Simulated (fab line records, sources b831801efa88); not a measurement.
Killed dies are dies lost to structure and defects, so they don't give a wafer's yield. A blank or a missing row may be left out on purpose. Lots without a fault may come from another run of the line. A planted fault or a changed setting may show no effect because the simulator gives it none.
A struck lot beside a sound one | flow sky130 | 42 steps out of a route of 708
Sound: wafers L323.2, L323.4, L323.6. Struck: wafers L337.1, L337.3, L337.5. The cause comes at the end.
At each step with rows: each side's tool, then ch and its chambers, then its first start. Under that, the readings that differ: sound wafers | struck wafers | difference of the means | sigmas: that difference in standard deviations of wafers without a fault.
alike: readings whose means differ by less than 2 such deviations, and words and numbers that are the same on both sides. not compared: withheld readings, readings that some wafer has no value for, bounds like >300 that may hide the same value, and numbers for which the record gives no deviation and whose values overlap.
The two part at a step that has a row with sigmas, a row that says differs or no value, or rows on one side only. Numbers that don't overlap but have no deviation are shown without sigmas and don't part them. A reading that every wafer of one side lacks parts them only if that side has two wafers or more.

SKY_POLY_CUT_ETCH_10: etches BARC in N2/H2, stops on SiO2, time 45.9 s, target depth 60 nm.
  sound on rie_diel-02 ch 0,1,3, day 26 14:56; struck on rie_diel-02 ch 0,2,3, day 30 18:08
  alike: drypump_motor_current_A, oes_product_au, throttle_valve_pct
  not compared: rf_hours_counter_h
then, 1 step without rows for these wafers: SKY_POLY_CUT_ETCH_11 (etches Si3N4 in CF4/CH2F2/Ar, stops on poly-Si, time 42.5 s, target depth 60 nm).
SKY_POLY_CUT_STRIP_12: strips in O2/N2.
  sound on plasma_asher-04 ch 0,1, day 26 15:01; struck on plasma_asher-02 ch 0,1, day 30 18:13
  alike: drypump_motor_current_A, oes_product_au, strip_time_to_endpoint_s
  not compared: rf_hours_counter_h
then, 7 steps without rows for these wafers: SKY_SD_P_DEHYDRATE_00 (time 60 s); SKY_SD_P_HMDS_01 (prime time 60 s); SKY_SD_P_COAT_02 (resist thk 1140 nm); SKY_SD_P_SOFTBAKE_03 (time 60 s); SKY_SD_P_EXPOSE_04 (exposes mask PSDM, target cd 380 nm); SKY_SD_P_PEB_05; SKY_SD_P_DEVELOP_06 (develop time 60 s).
SKY_SD_P_CD_MEAS_07: target cd 380 nm.
  sound on cd_sem-02, day 27 20:04; struck on cd_sem-02, day 31 21:30
  alike: cd_nm
SKY_SD_P_OVL_MEAS_08:
  sound on overlay-01, day 27 20:11; struck on overlay-01, day 31 21:37
  alike: SD_P_OVL
SKY_SD_P_IMPLANT_09:
  sound on implanter-01 ch 0, day 27 20:19; struck on implanter-01 ch 0, day 31 21:40
  alike: end_station_pressure_torr
SKY_SD_P_STRIP_10: strips in O2/N2.
  sound on plasma_asher-01 ch 1, day 27 20:26; struck on plasma_asher-04 ch 0,1, day 31 21:49
  reading                      | sound             | struck            | difference | sigmas
  strip_time_to_endpoint_s (s) | 17.53 17.51 17.51 | 17.43 17.40 17.46 | -0.09      | -2
  alike: drypump_motor_current_A, oes_product_au
  not compared: rf_hours_counter_h
SKY_SD_P_TW_MEAS_11:
  sound on film_metro-02, day 27 20:33; struck on film_metro-01, day 31 21:55
  reading | sound          | struck         | difference | sigmas
  SD_P_TW | 2849 2867 2857 | 2803 2819 2823 | -43        | -3
then, 8 steps without rows for these wafers: SKY_RES_XHIGH_DEHYDRATE_00 (time 60 s); SKY_RES_XHIGH_HMDS_01 (prime time 60 s); SKY_RES_XHIGH_COAT_02 (resist thk 1140 nm); SKY_RES_XHIGH_SOFTBAKE_03 (time 60 s); SKY_RES_XHIGH_EXPOSE_04 (exposes mask URPM, target cd 1270 nm); SKY_RES_XHIGH_PEB_05; SKY_RES_XHIGH_DEVELOP_06 (develop time 60 s); SKY_RES_XHIGH_IMPLANT_07.
SKY_RES_XHIGH_STRIP_08: strips in O2/N2.
  sound on plasma_asher-03 ch 0, day 29 00:27; struck on plasma_asher-01 ch 1, day 33 00:46
  reading                     | sound       | struck      | difference | sigmas
  drypump_motor_current_A (A) | 6.5 6.5 6.5 | 5.4 5.4 5.4 | -1.1       | -2
  alike: oes_product_au, strip_time_to_endpoint_s
  not compared: rf_hours_counter_h
SKY_RES_XHIGH_TW_MEAS_09:
  sound on film_metro-02, day 29 00:34; struck on film_metro-02, day 33 00:52
  alike: RES_XHIGH_TW
then, 7 steps without rows for these wafers: SKY_SD_N_DEHYDRATE_00 (time 60 s); SKY_SD_N_HMDS_01 (prime time 60 s); SKY_SD_N_COAT_02 (resist thk 1140 nm); SKY_SD_N_SOFTBAKE_03 (time 60 s); SKY_SD_N_EXPOSE_04 (exposes mask NSDM, target cd 380 nm); SKY_SD_N_PEB_05; SKY_SD_N_DEVELOP_06 (develop time 60 s).
SKY_SD_N_CD_MEAS_07: target cd 380 nm.
  sound on cd_sem-01, day 30 03:47; struck on cd_sem-01, day 34 02:45
  alike: cd_nm
SKY_SD_N_OVL_MEAS_08:
  sound on overlay-02, day 30 03:53; struck on overlay-01, day 34 02:52
  alike: SD_N_OVL
then, 2 steps without rows for these wafers: SKY_SD_N_IMPLANT_09; SKY_SD_N_IMPLANT_10.
SKY_SD_N_STRIP_11: strips in O2/N2.
  sound on plasma_asher-04 ch 0,1, day 30 04:13; struck on plasma_asher-01 ch 0,1, day 34 03:13
  alike: drypump_motor_current_A, oes_product_au, strip_time_to_endpoint_s
  not compared: rf_hours_counter_h
SKY_SD_N_TW_MEAS_12:
  sound on film_metro-01, day 30 04:19; struck on film_metro-01, day 34 03:19
  alike: SD_N_TW
then, 2 steps without rows for these wafers: SKY_SD_N_CLEAN_13 (cleans in SC1/SC2, time 150 s); SKY_SD_N_RTA_14 (time 2 s).
SKY_SD_N_RS_MEAS_16: measures by four-point-probe.
  sound on film_metro-02, day 30 04:37; struck on film_metro-02, day 34 03:35
  alike: SD_N_RS
-- the record jumps here: 16 days lie between the struck wafers' starts before and after (it left off in module SD_N and takes up again in module PAD_OPEN, whose first step shown is number 708 of the route) --
SKY_PAD_OPEN_PROBE_99:
  sound on prober-01, day 47 11:05; struck on prober-01, day 50 05:14
  reading                                 | sound            | struck            | difference | sigmas
  model.etest.res_high_po.rs_ohm_sq_range | 9.781 9.541 8.37 | 52.59 53.53 59.61 | +46.01     |
  model.etest.res_pdiff.rs_ohm_sq_range   | 5.26 3.797 4.198 | 17.19 17.91 21.24 | +14.36     |
  alike: killed_at_M0_to_M3, killed_at_M4_up, killed_at_contacts, killed_at_front_end, killed_at_other, killed_dies, killed_open, killed_short

WHERE THEY PART
First at SKY_SD_P_STRIP_10; last, within this record, at SKY_RES_XHIGH_STRIP_08. Later steps at which nothing parts them and some readings are alike: SKY_RES_XHIGH_TW_MEAS_09, SKY_SD_N_CD_MEAS_07, SKY_SD_N_OVL_MEAS_08, SKY_SD_N_STRIP_11, SKY_SD_N_TW_MEAS_12, SKY_SD_N_RS_MEAS_16, SKY_PAD_OPEN_PROBE_99.

WHY: what the simulator had put in
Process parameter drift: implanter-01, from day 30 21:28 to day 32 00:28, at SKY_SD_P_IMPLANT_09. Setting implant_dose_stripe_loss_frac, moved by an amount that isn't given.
